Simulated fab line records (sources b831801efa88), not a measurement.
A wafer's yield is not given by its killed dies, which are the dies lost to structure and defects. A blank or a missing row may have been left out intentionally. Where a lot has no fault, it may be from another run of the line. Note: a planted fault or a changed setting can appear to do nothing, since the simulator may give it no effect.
Which tool is to blame? + flow sky130 + 14 lots with 42 wafers sampled at 6 steps, on a route of 708 steps

WHAT EACH GAUGE READ, for each wafer
SKY_LI_CONTACT_BOW_MEAS_03. Usual: for LI_CONTACT_BOW the level is 55 um and the standard deviation is 6.2.
| lot  | measured     | on            | LI_CONTACT_BOW (um) | flag |
|------|--------------|---------------|---------------------|------|
| L651 | day 28 00:29 | film metro-03 | 52 48 43            |      |
| L653 | day 28 13:36 | film metro-04 | 57 62 65            |      |
| L654 | day 29 01:24 | film metro-04 | 50 61 56            |      |
| L655 | day 29 06:56 | film metro-01 | 50 53 47            |      |
| L656 | day 30 00:08 | film metro-01 | 62 62 55            |      |
| L658 | day 30 20:20 | film metro-03 | 57 53 56            |      |
| L657 | day 30 23:38 | film metro-03 | 49 59 51            |      |
| L660 | day 31 11:49 | film metro-01 | 50 50 47            |      |
| L662 | day 31 19:44 | film metro-03 | 53 44 64            |      |
| L663 | day 32 07:34 | film metro-03 | 65 51 54            |      |
| L664 | day 32 13:26 | film metro-04 | 49 46 59            |      |
| L666 | day 33 05:24 | film metro-01 | 51 60 55            |      |
| L667 | day 33 09:15 | film metro-03 | 50 45 65            |      |
| L670 | day 34 11:30 | film metro-03 | 55 46 53            |      |

SKY_LOCAL_INTERCONNECT_CD_MEAS_11: target cd 170 nm. Usual: cd nm at 170.5 nm, with a standard deviation of 1.8.
| lot  | measured     | on        | cd nm (nm)        | flag |
|------|--------------|-----------|-------------------|------|
| L651 | day 30 10:49 | cd sem-01 | 169.7 171.1 169.9 |      |
| L653 | day 30 23:46 | cd sem-02 | 169.7 170.3 168.6 |      |
| L654 | day 31 09:31 | cd sem-02 | 172.6 172.5 171.6 |      |
| L655 | day 31 17:27 | cd sem-02 | 170.9 172.4 171.6 |      |
| L656 | day 32 08:33 | cd sem-01 | 169.9 170.4 170.8 |      |
| L658 | day 33 04:38 | cd sem-01 | 172.9 172.6 172.0 |      |
| L657 | day 33 08:27 | cd sem-02 | 171.3 171.1 171.8 |      |
| L660 | day 33 19:53 | cd sem-01 | 169.3 169.4 169.4 |      |
| L662 | day 34 02:35 | cd sem-02 | 168.5 170.4 167.2 |      |
| L663 | day 34 15:09 | cd sem-01 | 172.0 169.9 170.1 |      |
| L664 | day 34 20:21 | cd sem-01 | 172.0 170.7 171.4 |      |
| L666 | day 35 12:44 | cd sem-02 | 169.6 - -         |      |
| L667 | day 35 16:03 | cd sem-01 | 169.6 - -         |      |
| L670 | day 36 18:04 | cd sem-02 | 172.7 173.6 172.1 |      |

SKY_LOCAL_INTERCONNECT_OVL_MEAS_12. Usual: for LOCAL_INTERCONNECT_OVL the level is -5 nm and the standard deviation is 4.6.
| lot  | measured     | on         | LOCAL_INTERCONNECT_OVL (nm) | flag |
|------|--------------|------------|-----------------------------|------|
| L651 | day 30 10:53 | overlay-01 | -1 -5 -8                    |      |
| L653 | day 30 23:53 | overlay-02 | -3 -2 -3                    |      |
| L654 | day 31 09:38 | overlay-02 | -12 -2 -9                   |      |
| L655 | day 31 17:35 | overlay-02 | -2 7 2                      |      |
| L656 | day 32 08:40 | overlay-02 | -10 -4 -13                  |      |
| L658 | day 33 04:43 | overlay-02 | 0 -8 -3                     |      |
| L657 | day 33 08:34 | overlay-02 | -3 -10 -10                  |      |
| L660 | day 33 19:59 | overlay-02 | 2 0 -7                      |      |
| L662 | day 34 02:41 | overlay-02 | -9 -8 -9                    |      |
| L663 | day 34 15:16 | overlay-02 | 3 -4 -7                     |      |
| L664 | day 34 20:29 | overlay-02 | -8 -4 -3                    |      |
| L666 | day 35 12:50 | overlay-02 | -5 - -                      |      |
| L667 | day 35 16:10 | overlay-02 | -6 - -                      |      |
| L670 | day 36 18:11 | overlay-02 | -10 -11 -7                  |      |

WHICH TOOL RAN EACH LOT (tool, then ch and the chambers of the sampled wafers, then the start)
| lot  | SKY_LI_CONTACT_CMP_02         | SKY_LI_CONTACT_CVD_21         | SKY_LOCAL_INTERCONNECT_EXPOSE_08  |
|------|-------------------------------|-------------------------------|-----------------------------------|
| L651 | cmp-01 ch 1,2,3, day 28 00:14 | cvd w-02 ch 0,1, day 29 05:31 | krf scanner-02 ch 0, day 29 20:25 |
| L653 | cmp-02 ch 0,1, day 28 13:18   | cvd w-01 ch 1, day 29 18:25   | krf scanner-01 ch 0, day 30 09:32 |
| L654 | cmp-01 ch 0,1,2, day 29 01:09 | cvd w-01 ch 1, day 30 05:43   | krf scanner-02 ch 0, day 30 20:41 |
| L655 | cmp-02 ch 0,2, day 29 06:40   | cvd w-01 ch 0,1, day 30 12:05 | krf scanner-01 ch 0, day 31 03:26 |
| L656 | cmp-02 ch 0,1,3, day 29 23:52 | cvd w-02 ch 0,1, day 31 04:33 | krf scanner-01 ch 0, day 31 19:13 |
| L658 | cmp-01 ch 2,3, day 30 20:02   | cvd w-01 ch 0,1, day 32 00:50 | krf scanner-02 ch 0, day 32 15:30 |
| L657 | cmp-02 ch 1,2,3, day 30 23:29 | cvd w-01 ch 0,1, day 32 04:44 | krf scanner-01 ch 0, day 32 19:16 |
| L660 | cmp-02 ch 1,3, day 31 11:29   | cvd w-02 ch 0, day 32 15:51   | krf scanner-02 ch 0, day 33 06:48 |
| L662 | cmp-01 ch 0,2, day 31 19:28   | cvd w-01 ch 0,1, day 32 23:21 | krf scanner-02 ch 0, day 33 14:24 |
| L663 | cmp-01 ch 0,1, day 32 07:16   | cvd w-01 ch 0,1, day 33 11:46 | krf scanner-01 ch 0, day 34 02:20 |
| L664 | cmp-01 ch 1,2,3, day 32 13:13 | cvd w-01 ch 0,1, day 33 16:44 | krf scanner-01 ch 0, day 34 06:36 |
| L666 | cmp-01 ch 2,3, day 33 05:04   | cvd w-02 ch 0,1, day 34 08:23 | krf scanner-01 ch 0, day 34 23:20 |
| L667 | cmp-02 ch 0,3, day 33 08:59   | cvd w-01 ch 1, day 34 12:29   | krf scanner-01 ch 0, day 35 02:57 |
| L670 | cmp-02 ch 2,3, day 34 11:12   | cvd w-02 ch 0,1, day 35 15:17 | krf scanner-02 ch 0, day 36 05:33 |
- SKY_LI_CONTACT_CMP_02: polishes PSG.
- SKY_LI_CONTACT_CVD_21: deposits W, target thk 400 nm, time 120.56 s.
- SKY_LOCAL_INTERCONNECT_EXPOSE_08: exposes mask LI1M, target cd 170 nm.

AS READ BY THE TOOLS THEMSELVES (means over the sampled wafers that have a number; for cases with no such wafer, the mark the record gives instead)
SKY_LI_CONTACT_CMP_02. Usual: edge zone pressure frac 1.000, standard deviation 0.0048; motor current A 12.1 A, standard deviation 0.82; time to endpoint s 33.2 s, standard deviation 2.5.
| lot  | tool   | edge zone pressure frac | motor current A (A) | time to endpoint s (s) | flag |
|------|--------|-------------------------|---------------------|------------------------|------|
| L651 | cmp-01 | 0.999                   | 12.3                | 33.1                   |      |
| L653 | cmp-02 | 1.002                   | 12.1                | 34.7                   |      |
| L654 | cmp-01 | 1.004                   | 11.9                | 35.1                   |      |
| L655 | cmp-02 | 0.995                   | 12.1                | 34.6                   |      |
| L656 | cmp-02 | 1.003                   | 12.9                | 33.6                   |      |
| L658 | cmp-01 | 1.003                   | 12.4                | 32.0                   |      |
| L657 | cmp-02 | 1.005                   | 12.6                | 31.0                   |      |
| L660 | cmp-02 | 0.995                   | 12.1                | 30.4                   |      |
| L662 | cmp-01 | 1.000                   | 11.0                | 32.9                   |      |
| L663 | cmp-01 | 0.996                   | 11.4                | 33.8                   |      |
| L664 | cmp-01 | 1.001                   | 12.6                | 28.4                   |      |
| L666 | cmp-01 | 1.000                   | 11.8                | 35.3                   |      |
| L667 | cmp-02 | 1.001                   | 13.2                | 32.6                   |      |
| L670 | cmp-02 | 0.999                   | 13.1                | 33.8                   |      |

SKY_LI_CONTACT_CVD_21. Usual: heater power w at 876 W, with a standard deviation of 78.
| lot  | tool     | heater power w (W) | flag |
|------|----------|--------------------|------|
| L651 | cvd w-02 | 786                |      |
| L653 | cvd w-01 | 959                |      |
| L654 | cvd w-01 | 955                |      |
| L655 | cvd w-01 | 899                |      |
| L656 | cvd w-02 | 799                |      |
| L658 | cvd w-01 | 901                |      |
| L657 | cvd w-01 | 894                |      |
| L660 | cvd w-02 | 750                |      |
| L662 | cvd w-01 | 939                |      |
| L663 | cvd w-01 | 925                |      |
| L664 | cvd w-01 | 946                |      |
| L666 | cvd w-02 | 843                |      |
| L667 | cvd w-01 | 971                |      |
| L670 | cvd w-02 | 799                |      |

SKY_LOCAL_INTERCONNECT_EXPOSE_08. Usual: stage vel mm s 499.92 mm/s, standard deviation 0.24.
| lot  | tool           | stage vel mm s (mm/s) | flag |
|------|----------------|-----------------------|------|
| L651 | krf scanner-02 | 499.99                |      |
| L653 | krf scanner-01 | 499.80                |      |
| L654 | krf scanner-02 | 500.14                |      |
| L655 | krf scanner-01 | 500.05                |      |
| L656 | krf scanner-01 | 499.83                |      |
| L658 | krf scanner-02 | 499.74                |      |
| L657 | krf scanner-01 | 499.39                |      |
| L660 | krf scanner-02 | 499.90                |      |
| L662 | krf scanner-02 | 499.84                |      |
| L663 | krf scanner-01 | 499.96                |      |
| L664 | krf scanner-01 | 500.12                |      |
| L666 | krf scanner-01 | 499.89                |      |
| L667 | krf scanner-01 | 499.65                |      |
| L670 | krf scanner-02 | 500.19                |      |

THE ANSWER, worked out from the rows above alone
Rule: take the mean of a lot's wafers that have a number; if it is more than 3 standard deviations from the usual mean, the lot is off. A lot without any number at a reading at which 4 lots or more have one is off too. Where the step has rows for the other lots, those lots are counted as sound. First the gauges in route order, then the tools' own readings, where a lot's mean is used as printed above. At the first step where some lot is off, the reading lying furthest off is the one used; lots without a number count as furthest.
No lot is off at any reading shown: from this, nothing can be told.

WHAT THE SIMULATOR HAD PUT IN
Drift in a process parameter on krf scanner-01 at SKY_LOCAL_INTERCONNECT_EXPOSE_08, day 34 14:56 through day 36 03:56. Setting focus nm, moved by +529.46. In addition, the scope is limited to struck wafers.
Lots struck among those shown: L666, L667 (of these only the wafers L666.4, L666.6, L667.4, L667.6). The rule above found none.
